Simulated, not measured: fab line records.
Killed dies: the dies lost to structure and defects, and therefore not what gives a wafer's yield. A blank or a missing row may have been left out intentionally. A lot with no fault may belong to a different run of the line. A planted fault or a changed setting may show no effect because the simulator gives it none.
One fault through the eyes of 2 desks :: flow gf180mcu :: only its own numbers are on each desk; what lay behind them is given at the end

## THE METROLOGY DESK
What the gauges read, lot by lot, whatever tool the lot ran on: means of the sampled wafers that have a number. Marked OUT: a lot whose mean sits more than 4 standard deviations from the usual mean, which makes it out of limits; the brackets give that distance.
Columns: A = V5_W_THK at GF_V5_THK_MEAS_25, usual 354 nm
lot: L750
first seen here: day 27 11:59
A: 356

lot: L751
first seen here: day 27 13:07
A: 353

lot: L752
first seen here: day 27 23:56
A: 356

lot: L753
first seen here: day 28 03:58
A: 353

lot: L754
first seen here: day 28 11:31
A: 353

lot: L755
first seen here: day 28 19:38
A: 357

lot: L756
first seen here: day 29 05:05
A: 356

lot: L757
first seen here: day 29 13:54
A: 352

lot: L758
first seen here: day 30 01:56
A: 353

lot: L759
first seen here: day 30 05:02
A: 354

lot: L764
first seen here: day 31 16:07
A: 356

lot: L770
first seen here: day 32 22:59
A: 360
This desk found nothing out of limits on any of the 12 lots.

## AT THE TOOL OWNER'S DESK: pvd-sputter-01
The tool's own readings at GF_M2_SPUTTER_01 (material TiN, target thk 30 nm, time 25 s): means of the sampled wafers that have a number, for each lot that ran on this tool. Marked OUT: a lot whose mean sits more than 4 standard deviations from the usual mean, which makes it out of limits; the brackets give that distance.
Columns: A = throttle-valve-pct at GF_M2_SPUTTER_01, usual 30.2 %
lot: L750
first seen here: day 18 10:46
A: 30.9

lot: L753
first seen here: day 19 08:19
A: 30.0

lot: L755
first seen here: day 20 03:01
A: 29.7

lot: L757
first seen here: day 21 02:22
A: 31.2

lot: L764
first seen here: day 23 15:02
A: 31.0
This desk found nothing out of limits on any of the 5 lots.

## PUT TOGETHER
At the metrology desk, nothing out of limits was observed.
The tool owner's desk saw nothing out of limits.

## WHAT THE SIMULATOR HAD PUT IN
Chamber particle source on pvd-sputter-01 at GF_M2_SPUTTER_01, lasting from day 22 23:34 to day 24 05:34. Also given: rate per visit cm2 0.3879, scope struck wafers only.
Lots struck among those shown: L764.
